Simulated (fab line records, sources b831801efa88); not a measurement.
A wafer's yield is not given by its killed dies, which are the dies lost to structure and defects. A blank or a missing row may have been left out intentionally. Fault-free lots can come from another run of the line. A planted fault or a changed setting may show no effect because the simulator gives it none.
A sampling plan put to the test || flow gf180mcu || one line in one fab, 14 faults in these records, each fault weighed on the records of the lots it struck
The plan is the line's own looks: the steps of the route at which a gauge or an inspection reads the wafer and doesn't change it. Where struck wafers have a number at a look and the file lists that look's usual mean and standard deviation on fault-free wafers, the look can be judged. Caught: a look later than the fault's first step finds the struck wafers' mean 4 or more of those standard deviations (sigma) from the usual mean. On the tool: the fault's steps, tested the same way using the tool's own readings. Also counted as caught: the struck wafers showing another recipe, or a record that is empty for them alone.

## THE FAULTS, as the simulator had put them in
1. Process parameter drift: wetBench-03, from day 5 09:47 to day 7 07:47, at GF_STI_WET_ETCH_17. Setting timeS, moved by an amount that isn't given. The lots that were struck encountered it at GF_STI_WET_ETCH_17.
2. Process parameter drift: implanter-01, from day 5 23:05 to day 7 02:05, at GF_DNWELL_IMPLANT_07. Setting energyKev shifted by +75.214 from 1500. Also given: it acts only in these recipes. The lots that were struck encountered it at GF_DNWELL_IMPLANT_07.
3. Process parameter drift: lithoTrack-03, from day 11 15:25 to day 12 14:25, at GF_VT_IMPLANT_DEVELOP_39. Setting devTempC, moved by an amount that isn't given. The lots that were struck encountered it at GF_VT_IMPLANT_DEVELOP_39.
4. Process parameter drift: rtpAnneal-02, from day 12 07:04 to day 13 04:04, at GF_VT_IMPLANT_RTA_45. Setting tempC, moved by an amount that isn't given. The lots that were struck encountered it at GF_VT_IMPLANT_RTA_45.
5. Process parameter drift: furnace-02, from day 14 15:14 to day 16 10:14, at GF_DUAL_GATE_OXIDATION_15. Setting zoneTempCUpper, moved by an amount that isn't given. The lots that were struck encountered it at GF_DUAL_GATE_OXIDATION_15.
6. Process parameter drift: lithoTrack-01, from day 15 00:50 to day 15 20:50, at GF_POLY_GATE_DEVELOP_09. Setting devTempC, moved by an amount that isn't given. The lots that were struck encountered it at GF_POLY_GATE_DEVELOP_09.
7. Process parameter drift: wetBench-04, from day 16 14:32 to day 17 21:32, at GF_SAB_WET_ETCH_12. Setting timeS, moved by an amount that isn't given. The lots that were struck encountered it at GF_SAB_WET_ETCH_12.
8. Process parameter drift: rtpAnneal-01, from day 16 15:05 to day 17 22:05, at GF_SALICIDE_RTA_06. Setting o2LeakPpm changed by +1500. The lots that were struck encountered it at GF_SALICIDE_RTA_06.
9. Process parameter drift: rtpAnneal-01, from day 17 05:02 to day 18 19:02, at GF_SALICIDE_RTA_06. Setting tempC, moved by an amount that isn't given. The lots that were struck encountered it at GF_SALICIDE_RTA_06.
10. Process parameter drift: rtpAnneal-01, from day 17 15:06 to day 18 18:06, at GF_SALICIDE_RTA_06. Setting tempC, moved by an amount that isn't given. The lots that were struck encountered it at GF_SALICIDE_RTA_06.
11. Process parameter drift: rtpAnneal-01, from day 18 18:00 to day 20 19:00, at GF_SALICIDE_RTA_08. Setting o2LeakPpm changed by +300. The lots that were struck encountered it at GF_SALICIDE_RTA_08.
12. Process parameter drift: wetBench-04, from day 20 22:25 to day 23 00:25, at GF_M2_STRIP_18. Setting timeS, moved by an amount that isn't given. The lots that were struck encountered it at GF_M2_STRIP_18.
13. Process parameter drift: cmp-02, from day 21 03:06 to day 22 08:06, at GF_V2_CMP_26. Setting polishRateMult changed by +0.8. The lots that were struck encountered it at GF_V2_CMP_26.
14. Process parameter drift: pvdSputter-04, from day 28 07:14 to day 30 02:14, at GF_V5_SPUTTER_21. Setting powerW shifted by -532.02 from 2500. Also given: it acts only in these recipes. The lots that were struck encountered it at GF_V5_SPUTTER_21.

## WHAT THE PLAN SAW
{"fault": 1, "on the tool itself": "runLengthS -68 sigma", "first look that catches it": "none of the 2 looks that can be judged after it", "reading, sigma": "-", "median hours from its first step to that look": "-", "hours from the fault's start to the first struck lot there": "-", "judged looks passed uncaught": 2}
{"fault": 2, "on the tool itself": "beamEnergyKeV +99 or beyond sigma", "first look that catches it": "none of the 2 looks that can be judged after it", "reading, sigma": "-", "median hours from its first step to that look": "-", "hours from the fault's start to the first struck lot there": "-", "judged looks passed uncaught": 2}
{"fault": 3, "on the tool itself": "developerTempC -9.8 sigma", "first look that catches it": "none of the 3 looks that can be judged after it", "reading, sigma": "-", "median hours from its first step to that look": "-", "hours from the fault's start to the first struck lot there": "-", "judged looks passed uncaught": 3}
{"fault": 4, "on the tool itself": "wafer_temp_C_max -61 sigma", "first look that catches it": "not the one look that can be judged after it", "reading, sigma": "-", "median hours from its first step to that look": "-", "hours from the fault's start to the first struck lot there": "-", "judged looks passed uncaught": 1}
{"fault": 5, "on the tool itself": "spikeTcUpperC -38 sigma", "first look that catches it": "not the one look that can be judged after it", "reading, sigma": "-", "median hours from its first step to that look": "-", "hours from the fault's start to the first struck lot there": "-", "judged looks passed uncaught": 1}
{"fault": 6, "on the tool itself": "developerTempC -6.5 sigma", "first look that catches it": "not the one look that can be judged after it", "reading, sigma": "-", "median hours from its first step to that look": "-", "hours from the fault's start to the first struck lot there": "-", "judged looks passed uncaught": 1}
{"fault": 7, "on the tool itself": "runLengthS -99 or beyond sigma", "first look that catches it": "not the one look that can be judged after it", "reading, sigma": "-", "median hours from its first step to that look": "-", "hours from the fault's start to the first struck lot there": "-", "judged looks passed uncaught": 1}
{"fault": 8, "on the tool itself": "chamberO2Ppm +99 or beyond sigma", "first look that catches it": "not the one look that can be judged after it", "reading, sigma": "-", "median hours from its first step to that look": "-", "hours from the fault's start to the first struck lot there": "-", "judged looks passed uncaught": 1}
{"fault": 9, "on the tool itself": "wafer_temp_C_max -64 sigma", "first look that catches it": "not the one look that can be judged after it", "reading, sigma": "-", "median hours from its first step to that look": "-", "hours from the fault's start to the first struck lot there": "-", "judged looks passed uncaught": 1}
{"fault": 10, "on the tool itself": "wafer_temp_C_max -99 or beyond sigma", "first look that catches it": "none of the 2 looks that can be judged after it", "reading, sigma": "-", "median hours from its first step to that look": "-", "hours from the fault's start to the first struck lot there": "-", "judged looks passed uncaught": 2}
{"fault": 11, "on the tool itself": "chamberO2Ppm +99 or beyond sigma", "first look that catches it": "not the one look that can be judged after it", "reading, sigma": "-", "median hours from its first step to that look": "-", "hours from the fault's start to the first struck lot there": "-", "judged looks passed uncaught": 1}
{"fault": 12, "on the tool itself": "runLengthS -34 sigma", "first look that catches it": "not the one look that can be judged after it", "reading, sigma": "-", "median hours from its first step to that look": "-", "hours from the fault's start to the first struck lot there": "-", "judged looks passed uncaught": 1}
{"fault": 13, "on the tool itself": "timeToEndpointS -14 sigma", "first look that catches it": "no look after it can be judged", "reading, sigma": "-", "median hours from its first step to that look": "-", "hours from the fault's start to the first struck lot there": "-", "judged looks passed uncaught": 0}
{"fault": 14, "on the tool itself": "cathodeDcPowerW -99 or beyond sigma", "first look that catches it": "no look after it can be judged", "reading, sigma": "-", "median hours from its first step to that look": "-", "hours from the fault's start to the first struck lot there": "-", "judged looks passed uncaught": 0}
A dash: this means the fault isn't caught or the number doesn't appear in these records.

Caught at a look: 0 of 14. Caught on the tool: 14 of 14. By one or the other: 14 of 14.
Faults 1, 2, 3, 4, 5, 6, 7, 8, 9, 10, 11, 12, 13, 14 were caught on the tool alone.
